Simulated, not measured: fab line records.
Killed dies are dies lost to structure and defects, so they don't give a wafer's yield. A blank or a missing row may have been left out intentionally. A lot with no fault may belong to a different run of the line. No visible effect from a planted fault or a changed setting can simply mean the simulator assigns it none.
Which tool is to blame? | flow gf180mcu | 72 wafers from 24 lots sampled at 4 of the route's 602 steps

## WHAT EACH GAUGE READ, for each wafer
GF_M1_OVL_MEAS_15.
lot  | measured     | on         | M1_OVL (nm)
L074 | day 16 16:52 | overlay-02 | -3 2 2
L075 | day 16 23:04 | overlay-01 | 8 5 6
L076 | day 17 18:30 | overlay-02 | -5 -5 -4
L077 | day 17 22:43 | overlay-02 | 0 5 6
L078 | day 18 14:28 | overlay-01 | 3 2 1
L080 | day 19 05:40 | overlay-01 | 0 0 2
L079 | day 19 06:00 | overlay-01 | 8 7 4
L081 | day 20 00:11 | overlay-02 | 7 6 6
L082 | day 20 06:41 | overlay-02 | -12 -3 -7
L083 | day 21 05:49 | overlay-02 | 5 9 0
L085 | day 21 07:17 | overlay-01 | -4 -12 -5
L084 | day 21 13:18 | overlay-02 | -4 3 6
L086 | day 22 03:46 | overlay-02 | 7 3 0
L087 | day 22 04:27 | overlay-02 | -2 -1 -7
L088 | day 22 15:58 | overlay-02 | -5 1 -1
L089 | day 22 21:04 | overlay-02 | 4 8 10
L090 | day 23 08:22 | overlay-01 | 4 4 0
L092 | day 23 11:55 | overlay-02 | -1 5 -1
L091 | day 23 13:32 | overlay-02 | -6 -3 0
L093 | day 24 00:49 | overlay-02 | -5 -3 -2
L094 | day 24 09:18 | overlay-02 | 1 0 4
L095 | day 24 22:33 | overlay-01 | 3 4 4
L096 | day 25 00:49 | overlay-02 | 6 7 4
L097 | day 25 10:52 | overlay-02 | 0 -1 0

GF_MIM_THK_MEAS_06.
lot  | measured     | on            | MIM_CVD_05_THK (nm)
L074 | day 24 02:38 | film-metro-04 | 41.0 41.2 41.8
L075 | day 24 08:58 | film-metro-01 | 42.1 42.0 42.3
L076 | day 25 04:10 | film-metro-03 | 40.7 41.1 41.2
L077 | day 25 07:46 | film-metro-04 | 42.3 42.2 42.4
L078 | day 25 18:34 | film-metro-03 | 41.0 42.2 41.1
L080 | day 26 09:23 | film-metro-01 | 41.3 41.4 42.9
L079 | day 26 11:43 | film-metro-01 | 42.5 43.3 42.8
L081 | day 27 02:28 | film-metro-04 | 41.4 41.8 41.5
L082 | day 27 07:50 | film-metro-03 | 41.1 41.6 41.8
L083 | day 28 02:34 | film-metro-01 | 42.1 42.3 42.9
L085 | day 28 02:53 | film-metro-03 | 41.8 41.8 42.2
L084 | day 28 10:28 | film-metro-03 | 41.5 42.7 42.3
L086 | day 28 22:07 | film-metro-01 | 41.5 41.9 41.8
L087 | day 28 21:49 | film-metro-04 | 42.7 43.4 42.5
L088 | day 29 06:04 | film-metro-04 | 42.4 43.0 42.7
L089 | day 29 09:49 | film-metro-01 | 41.9 42.7 42.5
L090 | day 29 19:00 | film-metro-04 | 41.3 42.5 42.4
L092 | day 29 23:44 | film-metro-01 | 41.3 42.0 41.7
L091 | day 30 00:55 | film-metro-04 | 41.2 42.0 42.5
L093 | day 30 09:11 | film-metro-01 | 42.2 42.9 42.9
L094 | day 30 17:10 | film-metro-01 | 40.9 41.7 41.4
L095 | day 31 03:42 | film-metro-03 | 41.9 42.2 43.2
L096 | day 31 06:32 | film-metro-03 | 41.1 42.2 41.6
L097 | day 32 01:09 | film-metro-04 | 41.8 42.3 42.0

## TOOL THAT RAN EACH LOT (tool first, then ch and the chambers of the sampled wafers, then the start)
lot  | GF_M3_SPUTTER_04             | GF_M4_SPUTTER_01
L074 | pvd-sputter-03, day 19 22:28 | pvd-sputter-04, day 22 01:07
L075 | pvd-sputter-03, day 20 04:43 | pvd-sputter-03, day 22 07:28
L076 | pvd-sputter-04, day 21 01:58 | pvd-sputter-03, day 23 03:27
L077 | pvd-sputter-04, day 21 04:46 | pvd-sputter-04, day 23 07:15
L078 | pvd-sputter-03, day 21 19:22 | pvd-sputter-01, day 23 20:24
L080 | pvd-sputter-02, day 22 11:43 | pvd-sputter-01, day 24 12:03
L079 | pvd-sputter-03, day 22 12:40 | pvd-sputter-04, day 24 13:13
L081 | pvd-sputter-03, day 23 05:13 | pvd-sputter-01, day 25 05:29
L082 | pvd-sputter-04, day 23 11:19 | pvd-sputter-04, day 25 10:46
L083 | pvd-sputter-02, day 24 08:58 | pvd-sputter-03, day 26 07:00
L085 | pvd-sputter-03, day 24 10:33 | pvd-sputter-01, day 26 07:46
L084 | pvd-sputter-02, day 24 17:41 | pvd-sputter-03, day 26 15:50
L086 | pvd-sputter-04, day 25 06:31 | pvd-sputter-03, day 27 03:15
L087 | pvd-sputter-02, day 25 07:04 | pvd-sputter-04, day 27 03:43
L088 | pvd-sputter-02, day 25 16:59 | pvd-sputter-04, day 27 12:26
L089 | pvd-sputter-03, day 25 20:05 | pvd-sputter-03, day 27 15:43
L090 | pvd-sputter-02, day 26 07:32 | pvd-sputter-01, day 28 02:09
L092 | pvd-sputter-03, day 26 11:17 | pvd-sputter-04, day 28 06:56
L091 | pvd-sputter-04, day 26 13:01 | pvd-sputter-04, day 28 08:05
L093 | pvd-sputter-03, day 26 22:37 | pvd-sputter-01, day 28 16:43
L094 | pvd-sputter-02, day 27 06:06 | pvd-sputter-01, day 29 00:45
L095 | pvd-sputter-04, day 27 18:31 | pvd-sputter-03, day 29 11:25
L096 | pvd-sputter-03, day 27 21:06 | pvd-sputter-03, day 29 14:50
L097 | pvd-sputter-02, day 28 06:10 | pvd-sputter-01, day 29 23:26
- GF_M3_SPUTTER_04: material TiN, target thk 50 nm, time 41.7 s.
- GF_M4_SPUTTER_01: material TiN, target thk 30 nm, time 25 s.

## WHAT THE TOOLS THEMSELVES READ (means of the sampled wafers that have a number; where no wafer has one, the mark that the record gives instead)
GF_M3_SPUTTER_04.
lot  | tool           | throttle-valve-pct (%)
L074 | pvd-sputter-03 | 30.5
L075 | pvd-sputter-03 | 29.7
L076 | pvd-sputter-04 | 30.4
L077 | pvd-sputter-04 | 30.5
L078 | pvd-sputter-03 | 30.1
L080 | pvd-sputter-02 | 31.0
L079 | pvd-sputter-03 | 29.5
L081 | pvd-sputter-03 | 30.7
L082 | pvd-sputter-04 | 30.9
L083 | pvd-sputter-02 | 29.6
L085 | pvd-sputter-03 | 30.0
L084 | pvd-sputter-02 | 30.1
L086 | pvd-sputter-04 | 30.4
L087 | pvd-sputter-02 | 28.1
L088 | pvd-sputter-02 | 29.0
L089 | pvd-sputter-03 | 30.2
L090 | pvd-sputter-02 | 30.3
L092 | pvd-sputter-03 | 30.8
L091 | pvd-sputter-04 | 30.5
L093 | pvd-sputter-03 | 30.2
L094 | pvd-sputter-02 | 29.6
L095 | pvd-sputter-04 | 31.4
L096 | pvd-sputter-03 | 30.4
L097 | pvd-sputter-02 | 30.9

GF_M4_SPUTTER_01.
lot  | tool           | throttle-valve-pct (%)
L074 | pvd-sputter-04 | 30.5
L075 | pvd-sputter-03 | 29.8
L076 | pvd-sputter-03 | 30.2
L077 | pvd-sputter-04 | 30.6
L078 | pvd-sputter-01 | 31.4
L080 | pvd-sputter-01 | 31.2
L079 | pvd-sputter-04 | 31.3
L081 | pvd-sputter-01 | 31.1
L082 | pvd-sputter-04 | 31.1
L083 | pvd-sputter-03 | 30.5
L085 | pvd-sputter-01 | 30.8
L084 | pvd-sputter-03 | 30.1
L086 | pvd-sputter-03 | 30.2
L087 | pvd-sputter-04 | 31.0
L088 | pvd-sputter-04 | 30.5
L089 | pvd-sputter-03 | 29.7
L090 | pvd-sputter-01 | 31.4
L092 | pvd-sputter-04 | 30.9
L091 | pvd-sputter-04 | 30.8
L093 | pvd-sputter-01 | 31.1
L094 | pvd-sputter-01 | 30.8
L095 | pvd-sputter-03 | 30.6
L096 | pvd-sputter-03 | 30.7
L097 | pvd-sputter-01 | 31.0

## THE ANSWER, worked out from the rows above alone
Rule: what is usual is taken from the lots themselves. Put in order of their means at a reading, lots are off if they are a third of the lots or fewer, leave a main group of 4 or more, and stand apart from it by a gap of 3 or more times the standard deviation of the main group's means; of several such gaps the widest counts. The tables above print the reading to a certain number of digits; a main group whose means all agree to those digits is not used. Also off: a lot with no number at a reading for which 4 or more lots have one. All remaining lots with rows at the step are treated as sound. Order of review: gauges by route order, followed by the tools' own readings, for which a lot's mean as printed above is used. At the first step where some lot is off, the reading lying furthest off is the one used; lots without a number count as furthest.
No lot is off on any of the readings shown, so nothing can be concluded from this.

## WHAT THE SIMULATOR HAD PUT IN
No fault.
